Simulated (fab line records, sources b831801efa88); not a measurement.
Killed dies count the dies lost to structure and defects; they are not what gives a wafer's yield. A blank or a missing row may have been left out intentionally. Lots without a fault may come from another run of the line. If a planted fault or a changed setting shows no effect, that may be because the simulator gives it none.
Which tool was responsible? ; flow gf180mcu ; 12 lots, 36 wafers sampled, at 3 steps of a route of 602

== WHAT EACH GAUGE READ, for each wafer ==
GF_MIM_THK_MEAS_11: measures by xrf. Usual: MIM_ALCU_THK gives 196.5 nm (standard deviation 2.4).
lot;measured;on;MIM_ALCU_THK (nm);flag
L442;day 24 12:20;film_metro-01;196.6 193.7 196.0;
L444;day 25 07:07;film_metro-01;200.2 201.0 200.5;
L445;day 25 18:39;film_metro-04;195.0 195.0 196.0;
L446;day 26 02:09;film_metro-01;195.9 194.6 196.1;
L450;day 27 04:33;film_metro-03;199.8 202.4 199.1;
L457;day 29 07:32;film_metro-04;192.9 193.8 195.3;
L459;day 29 20:14;film_metro-03;198.2 195.0 198.5;
L460;day 30 07:20;film_metro-03;196.8 198.2 196.3;
L461;day 30 14:00;film_metro-04;197.7 196.3 197.6;
L462;day 30 20:57;film_metro-01;195.5 198.5 198.5;
L463;day 30 21:05;film_metro-04;199.7 195.5 197.9;
L464;day 31 02:25;film_metro-01;195.1 195.3 197.9;

== TOOL THAT RAN EACH LOT (tool first, then ch and the chambers of the sampled wafers, then the start) ==
lot;GF_M4_SPUTTER_02;GF_MIM_SPUTTER_00
L442;pvd_sputter-02, day 22 11:42;pvd_sputter-04, day 24 11:47
L444;pvd_sputter-03, day 23 07:55;pvd_sputter-04, day 25 06:34
L445;pvd_sputter-03, day 23 19:07;pvd_sputter-02, day 25 18:07
L446;pvd_sputter-02, day 24 02:29;pvd_sputter-01, day 26 01:37
L450;pvd_sputter-03, day 25 06:59;pvd_sputter-01, day 27 04:01
L457;pvd_sputter-02, day 27 12:40;pvd_sputter-04, day 29 06:59
L459;pvd_sputter-02, day 28 01:27;pvd_sputter-01, day 29 19:42
L460;pvd_sputter-03, day 28 13:20;pvd_sputter-04, day 30 06:47
L461;pvd_sputter-03, day 28 20:58;pvd_sputter-01, day 30 13:28
L462;pvd_sputter-04, day 29 03:48;pvd_sputter-04, day 30 20:25
L463;pvd_sputter-02, day 29 04:10;pvd_sputter-01, day 30 20:34
L464;pvd_sputter-03, day 29 09:26;pvd_sputter-02, day 31 01:53
- GF_M4_SPUTTER_02: material AlCu, target thk 450 nm, time 23.9 s.
- GF_MIM_SPUTTER_00: material Ti, target thk 37.5 nm, time 150 s.

== WHAT THE TOOLS THEMSELVES READ (means of the sampled wafers that have a number; where no wafer has one, the mark that the record gives instead) ==
GF_M4_SPUTTER_02. Usual: chamber_pressure_pa 0.4000 Pa, standard deviation 0.00077; throttle_valve_pct 29.5 %, standard deviation 1.1.
lot;tool;chamber_pressure_pa (Pa);throttle_valve_pct (%);flag
L442;pvd_sputter-02;0.3998;29.6;
L444;pvd_sputter-03;0.4001;28.5;
L445;pvd_sputter-03;0.3996;29.7;
L446;pvd_sputter-02;0.4005;29.5;
L450;pvd_sputter-03;0.4001;30.3;
L457;pvd_sputter-02;0.4008;29.7;
L459;pvd_sputter-02;0.3992;29.4;
L460;pvd_sputter-03;0.4004;29.0;
L461;pvd_sputter-03;0.4002;29.0;
L462;pvd_sputter-04;0.3997;29.2;
L463;pvd_sputter-02;0.4002;29.7;
L464;pvd_sputter-03;0.3999;28.5;

GF_MIM_SPUTTER_00. Usual: chamber_pressure_pa 2.000 Pa, standard deviation 0.0037; throttle_valve_pct 29.9 %, standard deviation 0.8.
lot;tool;chamber_pressure_pa (Pa);throttle_valve_pct (%);flag
L442;pvd_sputter-04;2.002;30.2;
L444;pvd_sputter-04;2.001;29.4;
L445;pvd_sputter-02;2.000;29.3;
L446;pvd_sputter-01;2.000;30.7;
L450;pvd_sputter-01;1.998;30.3;
L457;pvd_sputter-04;2.001;30.2;
L459;pvd_sputter-01;2.001;30.3;
L460;pvd_sputter-04;2.001;30.8;
L461;pvd_sputter-01;1.998;29.9;
L462;pvd_sputter-04;2.000;29.8;
L463;pvd_sputter-01;1.999;30.5;
L464;pvd_sputter-02;2.001;29.3;

== THE ANSWER, worked out from the rows above alone ==
Rule: a lot counts as off when the mean over its wafers that have a number is more than 3 standard deviations away from the usual mean. Also off: a lot with no number at a reading for which 4 or more lots have one. All remaining lots with rows at the step are treated as sound. The gauges are gone through in route order, then the tools' own readings, and for those a lot's mean is taken as printed above. At the first step where some lot is off, the reading lying furthest off is the one used; lots without a number count as furthest.
None of the lots is off at any reading shown; this tells nothing.

== WHAT THE SIMULATOR PUT IN ==
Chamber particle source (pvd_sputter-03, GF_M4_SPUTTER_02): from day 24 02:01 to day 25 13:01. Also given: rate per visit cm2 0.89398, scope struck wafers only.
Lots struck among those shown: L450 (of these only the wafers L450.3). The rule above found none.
